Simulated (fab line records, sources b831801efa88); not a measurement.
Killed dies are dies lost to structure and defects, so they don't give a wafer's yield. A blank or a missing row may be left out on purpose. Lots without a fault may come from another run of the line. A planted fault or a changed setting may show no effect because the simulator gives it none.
Which tool did it? | flow sfq_line | 14 lots, 42 wafers sampled, at 5 steps of a route of 325

WHAT THE GAUGES READ, wafer by wafer
SFQ_M6_OVL_MEAS_940. Usual: M6_OVL 2 nm, standard deviation 7.2.
lot  | measured     | on         | M6_OVL (nm) | flag
L926 | day 56 15:13 | overlay-02 | 6 3 -3      |
L928 | day 57 06:50 | overlay-02 | -7 1 7      |
L930 | day 58 03:02 | overlay-02 | 1 0 13      |
L931 | day 58 09:01 | overlay-01 | 7 -1 1      |
L932 | day 58 16:13 | overlay-01 | -6 0 -11    |
L933 | day 59 08:41 | overlay-02 | 7 6 -4      |
L934 | day 59 17:05 | overlay-02 | 6 3 8       |
L939 | day 60 12:17 | overlay-02 | 9 11 14     |
L943 | day 61 13:26 | overlay-01 | -6 1 3      |
L944 | day 61 17:02 | overlay-01 | 14 0 0      |
L946 | day 62 05:17 | overlay-01 | 22 23 11    |
L947 | day 62 07:26 | overlay-01 | 0 10 7      |
L948 | day 62 11:02 | overlay-01 | 10 2 2      |
L949 | day 62 18:14 | overlay-01 | 4 -2 -3     |

WHICH TOOL RAN EACH LOT (tool, then ch and the chambers of the sampled wafers, then the start)
lot  | SFQ_TRILAYER_R5_BARC_OPEN_METAL_ETCH_177 | SFQ_TRILAYER_A5C_DEP_PECVD_142  | SFQ_TRILAYER_C5_ETCH_VIA_ETCH_154  | SFQ_TRILAYER_M6_DEP_SPUTTER_157
L926 | rie_metal-04 ch 0,1, day 50 03:36        | pecvd-01 ch 0,1, day 50 04:29   | rie_diel-01 ch 0,1,2, day 55 00:41 | pvd_sputter-03, day 55 01:32
L928 | rie_metal-02 ch 0, day 51 01:18          | pecvd-04 ch 1,2, day 51 02:11   | rie_diel-02 ch 0,2,3, day 55 22:17 | pvd_sputter-03, day 55 23:08
L930 | rie_metal-02 ch 0,1, day 52 09:31        | pecvd-01 ch 0,1,2, day 52 10:23 | rie_diel-02 ch 1,2, day 56 23:02   | pvd_sputter-03, day 56 23:53
L931 | rie_metal-02 ch 1, day 52 17:54          | pecvd-01 ch 0,1,2, day 52 18:47 | rie_diel-02 ch 0,2, day 57 06:25   | pvd_sputter-04, day 57 07:16
L932 | rie_metal-02 ch 0,1, day 53 07:06        | pecvd-04 ch 0,1,2, day 53 08:10 | rie_diel-02 ch 0,1,3, day 57 14:38 | pvd_sputter-04, day 57 15:29
L933 | rie_metal-02 ch 0,1, day 53 20:19        | pecvd-04 ch 0,1, day 53 21:11   | rie_diel-01 ch 0,1,3, day 58 11:26 | pvd_sputter-06, day 58 12:30
L934 | rie_metal-04 ch 0,1, day 54 04:20        | pecvd-04 ch 1,2, day 54 05:14   | rie_diel-01 ch 0,1,3, day 58 18:38 | pvd_sputter-06, day 58 19:31
L939 | rie_metal-01 ch 0,1, day 55 11:27        | pecvd-04 ch 0,1, day 55 12:20   | rie_diel-01 ch 0,3, day 59 23:14   | pvd_sputter-06, day 60 00:05
L943 | rie_metal-02 ch 0,1, day 56 14:55        | pecvd-02 ch 0,1,2, day 56 15:48 | rie_diel-03 ch 1,2,3, day 60 23:14 | pvd_sputter-03, day 61 00:05
L944 | rie_metal-04 ch 0,1, day 56 19:24        | pecvd-02 ch 0,1, day 56 20:17   | rie_diel-01 ch 1,2,3, day 61 04:47 | pvd_sputter-06, day 61 06:14
L946 | rie_metal-01 ch 0,1, day 57 13:24        | pecvd-01 ch 0,2, day 57 14:17   | rie_diel-02 ch 0,1,3, day 61 20:23 | pvd_sputter-03, day 61 21:50
L947 | rie_metal-01 ch 0,1, day 57 15:48        | pecvd-01 ch 0,1, day 57 16:41   | rie_diel-01 ch 1,2,3, day 61 22:47 | pvd_sputter-06, day 61 23:38
L948 | rie_metal-01 ch 0,1, day 57 19:25        | pecvd-04 ch 0,1, day 57 20:17   | rie_diel-01 ch 0,1, day 62 03:35   | pvd_sputter-06, day 62 04:26
L949 | rie_metal-01 ch 0,1, day 58 03:55        | pecvd-04 ch 0,1,2, day 58 04:47 | rie_diel-01 ch 0,2,3, day 62 11:59 | pvd_sputter-06, day 62 12:50
- SFQ_TRILAYER_R5_BARC_OPEN_METAL_ETCH_177: etches BARC in O2, target depth 125 nm, time 41.7 s.
- SFQ_TRILAYER_A5C_DEP_PECVD_142: deposits SiO2 from SiH4/N2O, time 15.556 s, target thk 70 nm.
- SFQ_TRILAYER_C5_ETCH_VIA_ETCH_154: etches SiO2 in CHF3, stops on Nb, target depth 84 nm.
- SFQ_TRILAYER_M6_DEP_SPUTTER_157: material Nb, target thk 200 nm, time 133.3 s.

WHAT THE TOOLS THEMSELVES READ (means of the sampled wafers that have a number; where no wafer has one, the mark that the record gives instead)
SFQ_TRILAYER_R5_BARC_OPEN_METAL_ETCH_177. Usual: drypump_motor_current_A 6.02 A, standard deviation 0.28; oes_product_au 0.685 a.u., standard deviation 0.0043.
lot  | tool         | drypump_motor_current_A (A) | oes_product_au (a.u.) | flag
L926 | rie_metal-04 | 5.91                        | 0.686                 |
L928 | rie_metal-02 | 5.56                        | 0.684                 |
L930 | rie_metal-02 | 5.72                        | 0.690                 |
L931 | rie_metal-02 | 5.77                        | 0.685                 |
L932 | rie_metal-02 | 5.70                        | 0.686                 |
L933 | rie_metal-02 | 5.72                        | 0.684                 |
L934 | rie_metal-04 | 5.92                        | 0.686                 |
L939 | rie_metal-01 | 6.25                        | 0.684                 |
L943 | rie_metal-02 | 5.64                        | 0.683                 |
L944 | rie_metal-04 | 5.91                        | 0.685                 |
L946 | rie_metal-01 | 6.27                        | 0.682                 |
L947 | rie_metal-01 | 6.26                        | 0.687                 |
L948 | rie_metal-01 | 6.28                        | 0.688                 |
L949 | rie_metal-01 | 6.22                        | 0.685                 |

SFQ_TRILAYER_A5C_DEP_PECVD_142. Usual: heater_power_w 78 W, standard deviation 14; throttle_valve_pct 25.2 %, standard deviation 1.4.
lot  | tool     | heater_power_w (W) | throttle_valve_pct (%) | flag
L926 | pecvd-01 | 74                 | 26.9                   |
L928 | pecvd-04 | 77                 | 23.8                   |
L930 | pecvd-01 | 86                 | 26.3                   |
L931 | pecvd-01 | 82                 | 26.4                   |
L932 | pecvd-04 | 89                 | 24.7                   |
L933 | pecvd-04 | 76                 | 24.9                   |
L934 | pecvd-04 | 83                 | 24.0                   |
L939 | pecvd-04 | 86                 | 25.0                   |
L943 | pecvd-02 | 59                 | 25.3                   |
L944 | pecvd-02 | 64                 | 25.5                   |
L946 | pecvd-01 | 87                 | 22.8                   |
L947 | pecvd-01 | 89                 | 23.0                   |
L948 | pecvd-04 | 71                 | 24.3                   |
L949 | pecvd-04 | 86                 | 25.0                   |

SFQ_TRILAYER_C5_ETCH_VIA_ETCH_154. Usual: drypump_motor_current_A 5.9 A, standard deviation 0.54; oes_product_au 0.897 a.u., standard deviation 0.0095.
lot  | tool        | drypump_motor_current_A (A) | oes_product_au (a.u.) | flag
L926 | rie_diel-01 | 5.7                         | 0.899                 |
L928 | rie_diel-02 | 6.1                         | 0.901                 |
L930 | rie_diel-02 | 5.7                         | 0.908                 |
L931 | rie_diel-02 | 5.7                         | 0.901                 |
L932 | rie_diel-02 | 6.0                         | 0.905                 |
L933 | rie_diel-01 | 5.6                         | 0.904                 |
L934 | rie_diel-01 | 5.6                         | 0.927                 | OFF
L939 | rie_diel-01 | 5.2                         | 0.936                 | OFF
L943 | rie_diel-03 | 5.8                         | 0.895                 |
L944 | rie_diel-01 | 6.1                         | 0.889                 |
L946 | rie_diel-02 | 5.9                         | 0.895                 |
L947 | rie_diel-01 | 6.1                         | 0.883                 |
L948 | rie_diel-01 | 5.3                         | 0.898                 |
L949 | rie_diel-01 | 5.7                         | 0.896                 |

SFQ_TRILAYER_M6_DEP_SPUTTER_157. Usual: substrate_temp_c 20.00 C, standard deviation 0.1; throttle_valve_pct 29.7 %, standard deviation 0.86.
lot  | tool           | substrate_temp_c (C) | throttle_valve_pct (%) | flag
L926 | pvd_sputter-03 | 20.00                | 30.6                   |
L928 | pvd_sputter-03 | 19.99                | 30.3                   |
L930 | pvd_sputter-03 | 19.93                | 30.6                   |
L931 | pvd_sputter-04 | 20.17                | 29.9                   |
L932 | pvd_sputter-04 | 19.98                | 29.5                   |
L933 | pvd_sputter-06 | 19.97                | 29.2                   |
L934 | pvd_sputter-06 | 20.06                | 29.2                   |
L939 | pvd_sputter-06 | 20.13                | 28.6                   |
L943 | pvd_sputter-03 | 20.07                | 30.2                   |
L944 | pvd_sputter-06 | 19.96                | 29.1                   |
L946 | pvd_sputter-03 | 20.01                | 30.2                   |
L947 | pvd_sputter-06 | 19.99                | 28.7                   |
L948 | pvd_sputter-06 | 19.92                | 28.7                   |
L949 | pvd_sputter-06 | 19.94                | 28.6                   |

THE ANSWER, worked out from the rows above alone
Rule: a lot is off if the mean of its wafers that have a number lies more than 3 standard deviations from the usual mean. A lot without any number at a reading at which 4 lots or more have one is off too. The other lots that the step has rows for count as sound. The gauges are gone through in route order, then the tools' own readings, and for those a lot's mean is taken as printed above. The first step at which some lot is off is used, and at that step the reading that is off furthest; a lot without a number counts as furthest.
Off: L934, L939, at SFQ_TRILAYER_C5_ETCH_VIA_ETCH_154 (oes_product_au).
A tool fits if, at that step or a process step before it, it ran every lot that is off, and no sound lot after the first of them. None of those tried fits.

WHAT THE SIMULATOR HAD PUT IN
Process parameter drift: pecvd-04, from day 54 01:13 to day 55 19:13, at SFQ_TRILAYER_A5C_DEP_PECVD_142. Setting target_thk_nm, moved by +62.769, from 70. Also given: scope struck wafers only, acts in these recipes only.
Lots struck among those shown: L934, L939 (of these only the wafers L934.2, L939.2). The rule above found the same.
